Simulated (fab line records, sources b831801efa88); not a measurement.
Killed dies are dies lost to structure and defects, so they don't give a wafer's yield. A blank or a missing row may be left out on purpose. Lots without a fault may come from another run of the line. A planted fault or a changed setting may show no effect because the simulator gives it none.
Which tool did it? | flow sky130 | 12 lots, 36 wafers sampled, at 5 steps of a route of 708

WHAT THE GAUGES READ, wafer by wafer
SKY_VIA4_BOW_MEAS_03. Usual: VIA4_BOW 80 um, standard deviation 8.5.
lot  | measured     | on            | VIA4_BOW (um) | flag
L854 | day 41 11:00 | film_metro-03 | 78 89 91      |
L855 | day 41 18:18 | film_metro-02 | 76 69 69      |
L856 | day 42 06:56 | film_metro-01 | 88 75 88      |
L857 | day 42 07:15 | film_metro-01 | 86 84 75      |
L858 | day 42 16:22 | film_metro-02 | 83 82 86      |
L865 | day 44 09:59 | film_metro-03 | 98 89 104     |
L866 | day 44 21:28 | film_metro-02 | 72 69 81      |
L870 | day 46 22:37 | film_metro-03 | 87 84 77      |
L872 | day 46 23:54 | film_metro-02 | 66 81 74      |
L874 | day 47 04:56 | film_metro-02 | 65 80 71      |
L875 | day 47 05:41 | film_metro-03 | 81 85 82      |
L876 | day 47 09:32 | film_metro-01 | 78 83 76      |

SKY_VIA4_RS_MEAS_19: measures by four-point-probe. Usual: VIA4_W_RS 0.2272 ohm/sq, standard deviation 0.0027.
lot  | measured     | on            | VIA4_W_RS (ohm/sq)                        | flag
L854 | day 42 11:17 | film_metro-03 | 0.2285 0.2314 0.2305                      |
L855 | day 42 17:17 | film_metro-02 | 0.2294 0.2288 0.2263                      |
L856 | day 43 06:17 | film_metro-02 | 0.2252 0.2302 0.2314                      |
L857 | day 43 06:49 | film_metro-01 | 0.2277 0.2294 0.2287                      |
L858 | day 43 15:28 | film_metro-01 | 0.2280 0.2275 0.2303                      |
L865 | day 45 08:16 | film_metro-02 | 58.894 59.394 58.829 58.905 59.326 58.795 | OFF
L866 | day 45 19:46 | film_metro-03 | 58.298 58.835 59.343 58.263 59.108 59.354 | OFF
L870 | day 47 17:43 | film_metro-02 | 0.2249 0.2277 0.2256                      |
L872 | day 47 19:16 | film_metro-03 | 0.2227 0.2221 0.2231                      |
L874 | day 48 00:36 | film_metro-02 | 0.2265 0.2208 0.2218                      |
L875 | day 48 00:42 | film_metro-01 | 0.2285 0.2295 0.2327                      |
L876 | day 48 05:15 | film_metro-01 | 0.2290 0.2285 0.2287                      |

WHICH TOOL RAN EACH LOT (tool, then ch and the chambers of the sampled wafers, then the start)
lot  | SKY_METAL4_SPUTTER_04        | SKY_METAL4_ETCH_17                 | SKY_VIA4_CVD_18
L854 | pvd_sputter-01, day 39 08:24 | rie_diel-04 ch 2,3, day 41 09:36   | cvd_w-01 ch 0,1, day 42 11:08
L855 | pvd_sputter-01, day 39 17:20 | rie_diel-03 ch 0,2, day 41 16:54   | cvd_w-01 ch 0,1, day 42 17:08
L856 | pvd_sputter-02, day 40 06:02 | rie_diel-01 ch 1,2,3, day 42 05:32 | cvd_w-01 ch 0,1, day 43 06:08
L857 | pvd_sputter-01, day 40 06:41 | rie_diel-04 ch 0,3, day 42 05:54   | cvd_w-02 ch 0,1, day 43 06:39
L858 | pvd_sputter-02, day 40 13:42 | rie_diel-04 ch 0,1,3, day 42 14:47 | cvd_w-02 ch 0,1, day 43 15:20
L865 | pvd_sputter-01, day 42 10:41 | rie_diel-04 ch 0,2, day 44 08:26   | cvd_w-02 ch 0,1, day 45 08:03
L866 | pvd_sputter-01, day 43 00:23 | rie_diel-04 ch 0,2,3, day 44 20:04 | cvd_w-01 ch 0,1, day 45 19:35
L870 | pvd_sputter-03, day 45 03:17 | rie_diel-01 ch 0,3, day 46 21:15   | cvd_w-01 ch 0,1, day 47 17:35
L872 | pvd_sputter-02, day 45 05:47 | rie_diel-03 ch 0,1,2, day 46 22:33 | cvd_w-01 ch 1, day 47 19:06
L874 | pvd_sputter-02, day 45 09:52 | rie_diel-01 ch 3, day 47 03:32     | cvd_w-01 ch 0,1, day 48 00:26
L875 | pvd_sputter-02, day 45 10:47 | rie_diel-03 ch 0,2,3, day 47 04:18 | cvd_w-02 ch 0,1, day 48 00:32
L876 | pvd_sputter-01, day 45 14:08 | rie_diel-04 ch 0,2, day 47 08:08   | cvd_w-01 ch 0, day 48 04:58
- SKY_METAL4_SPUTTER_04: material TiN, target thk 70 nm, time 58.3 s.
- SKY_METAL4_ETCH_17: etches SiO2 in C4F8/O2/Ar, stops on TiN, time 3.9 s, target depth 15 nm.
- SKY_VIA4_CVD_18: deposits W, target thk 505 nm, time 152.14 s.

WHAT THE TOOLS THEMSELVES READ (means of the sampled wafers that have a number; where no wafer has one, the mark that the record gives instead)
SKY_METAL4_SPUTTER_04. Usual: chamber_pressure_pa 0.3999 Pa, standard deviation 0.00079; throttle_valve_pct 30.0 %, standard deviation 1.3.
lot  | tool           | chamber_pressure_pa (Pa) | throttle_valve_pct (%) | flag
L854 | pvd_sputter-01 | 0.3999                   | 31.7                   |
L855 | pvd_sputter-01 | 0.3999                   | 29.4                   |
L856 | pvd_sputter-02 | 0.4013                   | 30.1                   |
L857 | pvd_sputter-01 | 0.3995                   | 29.0                   |
L858 | pvd_sputter-02 | 0.4000                   | 30.1                   |
L865 | pvd_sputter-01 | 0.4002                   | 31.0                   |
L866 | pvd_sputter-01 | 0.4005                   | 29.7                   |
L870 | pvd_sputter-03 | 0.3996                   | 29.8                   |
L872 | pvd_sputter-02 | 0.3991                   | 29.4                   |
L874 | pvd_sputter-02 | 0.4005                   | 29.2                   |
L875 | pvd_sputter-02 | 0.4001                   | 30.2                   |
L876 | pvd_sputter-01 | 0.4003                   | 30.4                   |

SKY_METAL4_ETCH_17. Usual: oes_product_au 0.758 a.u., standard deviation 0.0065.
lot  | tool        | oes_product_au (a.u.) | flag
L854 | rie_diel-04 | 0.766                 |
L855 | rie_diel-03 | 0.758                 |
L856 | rie_diel-01 | 0.752                 |
L857 | rie_diel-04 | 0.756                 |
L858 | rie_diel-04 | 0.758                 |
L865 | rie_diel-04 | 0.754                 |
L866 | rie_diel-04 | 0.758                 |
L870 | rie_diel-01 | 0.752                 |
L872 | rie_diel-03 | 0.753                 |
L874 | rie_diel-01 | 0.759                 |
L875 | rie_diel-03 | 0.757                 |
L876 | rie_diel-04 | 0.763                 |

SKY_VIA4_CVD_18. Usual: chamber_pressure_Torr 39.98 Torr, standard deviation 0.09; heater_power_outer_w 527 W, standard deviation 19; heater_power_w 834 W, standard deviation 17.
lot  | tool     | chamber_pressure_Torr (Torr) | heater_power_outer_w (W) | heater_power_w (W) | flag
L854 | cvd_w-01 | 39.98                        | 521                      | 822                |
L855 | cvd_w-01 | 40.05                        | 528                      | 831                |
L856 | cvd_w-01 | 39.86                        | 515                      | 817                |
L857 | cvd_w-02 | 40.04                        | 535                      | 851                |
L858 | cvd_w-02 | 40.04                        | 547                      | 857                |
L865 | cvd_w-02 | -                            | -                        | -                  | OFF
L866 | cvd_w-01 | -                            | -                        | -                  | OFF
L870 | cvd_w-01 | 39.91                        | 525                      | 836                |
L872 | cvd_w-01 | 39.98                        | 545                      | 824                |
L874 | cvd_w-01 | 39.97                        | 532                      | 823                |
L875 | cvd_w-02 | 40.00                        | 543                      | 850                |
L876 | cvd_w-01 | 39.97                        | 507                      | 823                |

THE ANSWER, worked out from the rows above alone
Rule: a lot is off if the mean of its wafers that have a number lies more than 3 standard deviations from the usual mean. A lot without any number at a reading at which 4 lots or more have one is off too. The other lots that the step has rows for count as sound. The gauges are gone through in route order, then the tools' own readings, and for those a lot's mean is taken as printed above. The first step at which some lot is off is used, and at that step the reading that is off furthest; a lot without a number counts as furthest.
Off: L865, L866, at SKY_VIA4_RS_MEAS_19 (VIA4_W_RS).
A tool fits if, at a process step before that reading, it ran every lot that is off, and no sound lot after the first of them. The gauges at SKY_VIA4_RS_MEAS_19 aren't tried: what is off there is off at SKY_VIA4_CVD_18 too, on other tools, and a gauge's error can't cause that. None of those tried fits.

WHAT THE SIMULATOR HAD PUT IN
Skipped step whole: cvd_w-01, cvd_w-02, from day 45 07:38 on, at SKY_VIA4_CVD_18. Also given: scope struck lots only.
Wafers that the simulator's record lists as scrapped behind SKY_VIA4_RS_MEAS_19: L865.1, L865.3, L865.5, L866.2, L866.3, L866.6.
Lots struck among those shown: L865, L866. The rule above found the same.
